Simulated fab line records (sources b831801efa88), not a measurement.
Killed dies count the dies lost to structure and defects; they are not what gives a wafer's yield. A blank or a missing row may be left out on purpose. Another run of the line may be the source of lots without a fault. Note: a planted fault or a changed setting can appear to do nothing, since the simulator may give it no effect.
fab line records ; flow gf180mcu
[record] lots = 5; wafers = 15; lastDay = 34
route steps=602 shown V1@344
lots that met no fault: taken from a fault-free run of the same line
startH: the number of hours between the record's first day and the start of the first shown wafer of the lot ; waitH: hours from the lot's prior step to this one ; " unchanged from the row above ; L1.1+2: one row covering several wafers at once ; - no value, or no start was given ; * or withheld: withheld ; < > ~ a bound
route shown NAME@n: NAME is a module with steps in the file, n the number in the route of the first one ; usual: average and standard deviation across the fault-free wafers ; same: alike in all rows ; chamber/n: place in a boat ; sites: each site's reading ; _std_site: standard deviation of those values ; _edge_site: the outer-site mean with the inner-site mean subtracted ; radiusMm: how far each site lies from the wafer's centre ; mask NAME#n: copy n ; behind: tool/chamber where the wafer was last shaped ; hold: reason for holding the lot/hours on hold/outcome of the hold ; device: names the non-switching transistor (n, p or np) ; end of line: tests of these same wafers at the route's end ; for a step that has no rows: nothing shown but its recipe ; killed: not the wafer's yield, but the dies lost to structure and defects at the first sort ; map: a wafer's dies, x killed, . not, _ none there
set.NAME: setting as actually run; set.NAME@STEP: the setting as run at that earlier step ; model.NAME: the simulator's own value behind a step, which no gauge read
a table for each step, a row for each wafer; lots at some steps of the route
services: a tool's chamber out of use, with start hour (startH, from the record's first day; less than 0 if before it), hours out, and reason
[[steps]]
[step GF_V1_COAT_09]
[recipe] resist = KrF; spinRpm = withheld; resistThkNm = 1000
[step GF_V1_SOFTBAKE_10]
[recipe] tempC = 129.5; timeS = 60; resist = KrF
[step GF_V1_EXPOSE_11]
[recipe] maskId = Via1; targetCdNm = 260; na = 0.68; sourceShape = conventional; sigmaOuter = 0.6; doseMj = 38
[step GF_V1_PEB_12]
[recipe] pebTempC = 135; pebTimeS = 90; resist = KrF
[step GF_V1_DEVELOP_13]
[recipe] developTimeS = 60; resist = KrF; devTempC = 21
[step GF_V1_CD_MEAS_14]
[recipe] targetCdNm = 260
[usual] cdNm = 260.6/0.99
lot.wafer;tool;chamber;startH;waitH;cdNm
L213.1;cdSem-01;-;416.26;0.1;261.5
L213.4;cdSem-01;-;416.26;0.1;260.6
L213.5;cdSem-01;-;416.26;0.1;259.9
L218.2;cdSem-02;-;458.91;0.1;261.8
L218.4;cdSem-02;-;458.91;0.1;260.2
L218.5;cdSem-02;-;458.91;0.1;260.9
L225.1;cdSem-01;-;514.78;0.2;261.3
L225.3;cdSem-01;-;514.78;0.2;261.7
L225.4;cdSem-01;-;514.78;0.2;261.5
L232.2;cdSem-01;-;577.99;0.1;261.0
L232.4;cdSem-01;-;577.99;0.1;260.3
L232.5;cdSem-01;-;577.99;0.1;260.6
L233.1;cdSem-01;-;596.82;12.5;261.4
L233.2;cdSem-01;-;596.82;12.5;263.0
L233.5;cdSem-01;-;596.82;12.5;260.4
[step GF_V1_OVL_MEAS_15]
[usual] V1_OVL = 3/6.7
lot.wafer;tool;chamber;startH;waitH;V1_OVL[nm]
L213.1;overlay-01;-;416.38;0.1;14
L213.4;overlay-01;-;416.38;0.1;5
L213.5;overlay-01;-;416.38;0.1;0
L218.2;overlay-01;-;459.01;0.1;12
L218.4;overlay-01;-;459.01;0.1;7
L218.5;overlay-01;-;459.01;0.1;12
L225.1;overlay-02;-;514.90;0.1;4
L225.3;overlay-02;-;514.90;0.1;2
L225.4;overlay-02;-;514.90;0.1;7
L232.2;overlay-01;-;578.10;0.1;11
L232.4;overlay-01;-;578.10;0.1;6
L232.5;overlay-01;-;578.10;0.1;13
L233.1;overlay-02;-;596.94;0.1;-8
L233.2;overlay-02;-;596.94;0.1;-1
L233.5;overlay-02;-;596.94;0.1;-13
[step GF_V1_ETCH_16]
[recipe] chemistry = N2/H2; targetDepthA = withheld; overetchA = withheld; timeS = withheld; target = BARC; ionEnergyEv = 200; sourceW = 500; biasW = 100; pressureMtorr = 30; n2FlowSccm = 100; h2FlowSccm = 200
[usual] chamberPressureMTorr = 29.997/0.029; drypumpMotorCurrentA = 5.6/0.41; oesProductAu = 0.855/0.0043; throttleValvePct = 13.225/0.011
lot.wafer;tool;chamber;startH;waitH;chamberPressureMTorr;drypumpMotorCurrentA;oesProductAu;throttleValvePct
L213.1;rieDiel-03;1;416.42;0.0;30.005;5.5;0.850;13.234
L213.4;rieDiel-03;2;416.42;0.0;29.952;5.6;0.857;13.214
L213.5;rieDiel-03;2;416.42;0.0;30.028;5.6;0.851;13.237
L218.2;rieDiel-03;0;459.04;0.0;30.022;5.0;0.856;13.218
L218.4;rieDiel-03;1;459.04;0.0;29.977;5.5;0.856;13.234
L218.5;rieDiel-03;2;459.04;0.0;30.040;5.6;0.852;13.205
L225.1;rieDiel-01;2;514.94;0.0;30.019;5.7;0.856;13.239
L225.3;rieDiel-01;3;514.94;0.0;30.053;5.9;0.853;13.226
L225.4;rieDiel-01;1;514.94;0.0;30.022;5.8;0.863;13.220
L232.2;rieDiel-03;0;578.13;0.0;30.000;5.1;0.855;13.206
L232.4;rieDiel-03;1;578.13;0.0;29.992;5.5;0.849;13.223
L232.5;rieDiel-03;3;578.13;0.0;30.020;5.5;0.861;13.240
L233.1;rieDiel-02;1;596.97;0.0;29.985;5.4;0.854;13.227
L233.2;rieDiel-02;2;596.97;0.0;29.993;6.3;0.857;13.216
L233.5;rieDiel-02;0;596.97;0.0;29.999;5.4;0.856;13.241
[step GF_V1_ETCH_17]
[recipe] chemistry = C4F8/O2/Ar; maskMaterial = KrF; target = SiO2; stopOn = TiN; sourceW = 1500; biasW = 1200; pressureMtorr = 40; c4f8FlowSccm = withheld; O2_flow_sccm = 6; Ar_flow_sccm = 300; timeS = withheld; targetDepthA = 6300
[usual] chamberPressureMTorr = 39.99/0.039; oesProductAu = 0.855/0.0049
lot.wafer;tool;chamber;startH;waitH;chamberPressureMTorr;oesProductAu
L213.1;rieDiel-03;1;-;-;39.94;0.855
L213.4;rieDiel-03;2;-;-;39.97;0.850
L213.5;rieDiel-03;2;-;-;40.00;0.845
L218.2;rieDiel-03;0;-;-;39.94;0.854
L218.4;rieDiel-03;1;-;-;39.98;0.854
L218.5;rieDiel-03;2;-;-;40.03;0.867
L225.1;rieDiel-01;2;-;-;40.00;0.859
L225.3;rieDiel-01;3;-;-;39.98;0.852
L225.4;rieDiel-01;1;-;-;40.00;0.851
L232.2;rieDiel-03;0;-;-;39.96;0.853
L232.4;rieDiel-03;1;-;-;40.01;0.858
L232.5;rieDiel-03;3;-;-;40.01;0.850
L233.1;rieDiel-02;1;-;-;39.99;0.856
L233.2;rieDiel-02;2;-;-;39.96;0.856
L233.5;rieDiel-02;0;-;-;39.97;0.862
[step GF_V1_STRIP_18]
[recipe] chemistry = O2/N2; powerW = 1400; pressureMtorr = 1500; platenTempC = 250; o2FlowSccm = 3000; n2FlowSccm = 300; overashFraction = 0.5
[usual] chamberPressureMTorr = 1500.1/1.3; drypumpMotorCurrentA = 5.8/0.56; heaterPowerW = 331/22; o2FlowSccm = 2999/11; oesProductAu = 0.593/0.0047
lot.wafer;tool;chamber;startH;waitH;chamberPressureMTorr;drypumpMotorCurrentA;heaterPowerW;o2FlowSccm;oesProductAu;rfHoursCounterH
L213.1;plasmaAsher-01;1;416.55;-;1502.2;5.2;324;3001;0.591;29
L213.4;plasmaAsher-01;1;416.55;-;1499.8;5.2;336;3010;0.594;-
L213.5;plasmaAsher-01;0;416.55;-;1499.0;6.4;329;2993;0.592;-
L218.2;plasmaAsher-03;1;459.17;-;1500.2;6.0;315;2994;0.594;78
L218.4;plasmaAsher-03;0;459.17;-;1501.2;6.0;302;2983;0.599;-
L218.5;plasmaAsher-03;0;459.17;-;1500.4;6.0;305;2981;0.590;-
L225.1;plasmaAsher-01;0;515.06;-;1499.0;6.4;324;3008;0.592;39
L225.3;plasmaAsher-01;1;515.06;-;1499.3;5.2;337;2997;0.587;-
L225.4;plasmaAsher-01;0;515.06;-;1501.3;6.4;323;2992;0.591;-
L232.2;plasmaAsher-01;1;578.25;-;1501.8;5.2;329;2997;0.604;45
L232.4;plasmaAsher-01;1;578.25;-;1501.8;5.2;329;3008;0.595;-
L232.5;plasmaAsher-01;0;578.25;-;1500.0;6.4;329;2992;0.592;-
L233.1;plasmaAsher-01;0;597.10;-;1501.6;6.4;329;3007;0.600;46
L233.2;plasmaAsher-01;1;597.10;-;1501.9;5.2;336;3005;0.602;46
L233.5;plasmaAsher-01;0;597.10;-;1500.8;6.4;328;2999;0.596;-
[step GF_V1_STRIP_19]
[recipe] chemistry = postEtchResidueRemover; timeS = 1200; tempC = 72.5
[step GF_V1_CLEAN_20]
[recipe] chemistry = DIW; dry = n2Spin
[step GF_V1_SPUTTER_21]
[recipe] material = Ti; targetThkNm = 15; chamberPressurePa = 5; powerW = 2500; substrateTempC = 200; timeS = 80.02
[usual] chamberPressurePa = 5.001/0.0095; throttleValvePct = 29.8/1
lot.wafer;tool;chamber;startH;waitH;chamberPressurePa;throttleValvePct;model.Ti_of_V1_SPUTTER_21.thkNm
L213.1;pvdSputter-04;-;417.08;0.0;4.991;29.4;14.81
L213.4;pvdSputter-04;-;417.08;0.0;5.003;29.2;14.9
L213.5;pvdSputter-04;-;417.08;0.0;5.007;29.5;14.9
L218.2;pvdSputter-03;-;459.75;0.0;4.997;29.0;14.97
L218.4;pvdSputter-03;-;459.75;0.0;4.992;28.9;15
L218.5;pvdSputter-03;-;459.75;0.0;5.002;28.8;14.99
L225.1;pvdSputter-04;-;515.64;0.0;5.002;29.1;15.06
L225.3;pvdSputter-04;-;515.64;0.0;4.995;29.4;15
L225.4;pvdSputter-04;-;515.64;0.0;4.995;29.1;15.05
L232.2;pvdSputter-03;-;578.79;0.0;4.992;28.8;20.72
L232.4;pvdSputter-03;-;578.79;0.0;4.987;28.9;15.2
L232.5;pvdSputter-03;-;578.79;0.0;4.988;31.5;15.26
L233.1;pvdSputter-04;-;597.68;0.0;5.012;29.5;15.25
L233.2;pvdSputter-04;-;597.68;0.0;4.999;29.3;15.01
L233.5;pvdSputter-04;-;597.68;0.0;5.016;29.5;14.87
[step GF_V1_SPUTTER_22]
[recipe] material = TiN; targetThkNm = 10; chamberPressurePa = 5; powerW = 4000; timeS = 40
[usual] chamberPressurePa = 4.999/0.0097; throttleValvePct = 29.8/1
lot.wafer;tool;chamber;startH;waitH;chamberPressurePa;throttleValvePct
L213.1;pvdSputter-04;-;417.14;0.0;5.016;29.1
L213.4;pvdSputter-04;-;417.14;0.0;5.007;29.2
L213.5;pvdSputter-04;-;417.14;0.0;5.010;29.5
L218.2;pvdSputter-03;-;459.81;0.0;5.016;28.7
L218.4;pvdSputter-03;-;459.81;0.0;5.001;28.6
L218.5;pvdSputter-03;-;459.81;0.0;5.002;28.8
L225.1;pvdSputter-04;-;515.70;0.0;5.002;29.1
L225.3;pvdSputter-04;-;515.70;0.0;4.992;29.1
L225.4;pvdSputter-04;-;515.70;0.0;4.993;29.3
L232.2;pvdSputter-03;-;578.85;0.0;5.007;29.0
L232.4;pvdSputter-03;-;578.85;0.0;5.009;29.0
L232.5;pvdSputter-03;-;578.85;0.0;5.007;31.4
L233.1;pvdSputter-04;-;597.75;0.0;5.004;29.4
L233.2;pvdSputter-04;-;597.75;0.0;4.999;29.2
L233.5;pvdSputter-04;-;597.75;0.0;5.020;29.4
[[services]]
tool;chamber;startH;hours;kind
plasmaAsher-03;-;402.21;2.8;repair
rieDiel-01;-;402.38;1.1;repair
rieDiel-03;0;417.43;2.4;repair
rieDiel-02;1;422.91;7.1;repair
pvdSputter-03;-;431.58;5.1;repair
pvdSputter-03;-;434.67;1.9;repair
rieDiel-02;1;442.12;5.0;repair
rieDiel-02;1;447.14;-;clean
pvdSputter-03;2;473.84;-;consumableReplace:kit
pvdSputter-03;2;473.84;18.0;scheduledDown
pvdSputter-03;2;473.84;18.0;ventCycle
rieDiel-02;-;484.73;0.9;repair
rieDiel-03;3;495.89;-;clean
rieDiel-03;3;495.89;22.1;scheduledDown
rieDiel-03;3;495.89;22.1;ventCycle
pvdSputter-03;-;508.66;1.7;repair
rieDiel-02;2;514.51;10.7;repair
rieDiel-02;-;521.63;0.9;repair
pvdSputter-04;-;528.02;3.0;repair
rieDiel-03;1;530.20;28.4;repair
rieDiel-03;0;543.50;20.9;repair
plasmaAsher-01;-;565.03;3.3;repair
plasmaAsher-01;-;571.54;0.6;repair
rieDiel-02;3;596.72;2.6;repair
[[key]]
firstSign none at tools or gauges
[modelEffect] step = GF_V1_SPUTTER_21; value = Ti_of_V1_SPUTTER_21.thkNm; without = 15.15; struck = 20.72
metAt GF_V1_SPUTTER_21
struckWafers L232.2
onsetBetween 459.75 578.79
[fault] kind = processParameterDrift; tool = pvdSputter-03; chamber = -; onsetH = 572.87; steps = GF_V1_SPUTTER_21; channel = targetThkNm; offset = 5.5714; shape = step; endH = 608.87; actsIn = theseRecipesOnly; stated = 15; scope = struckWafersOnly
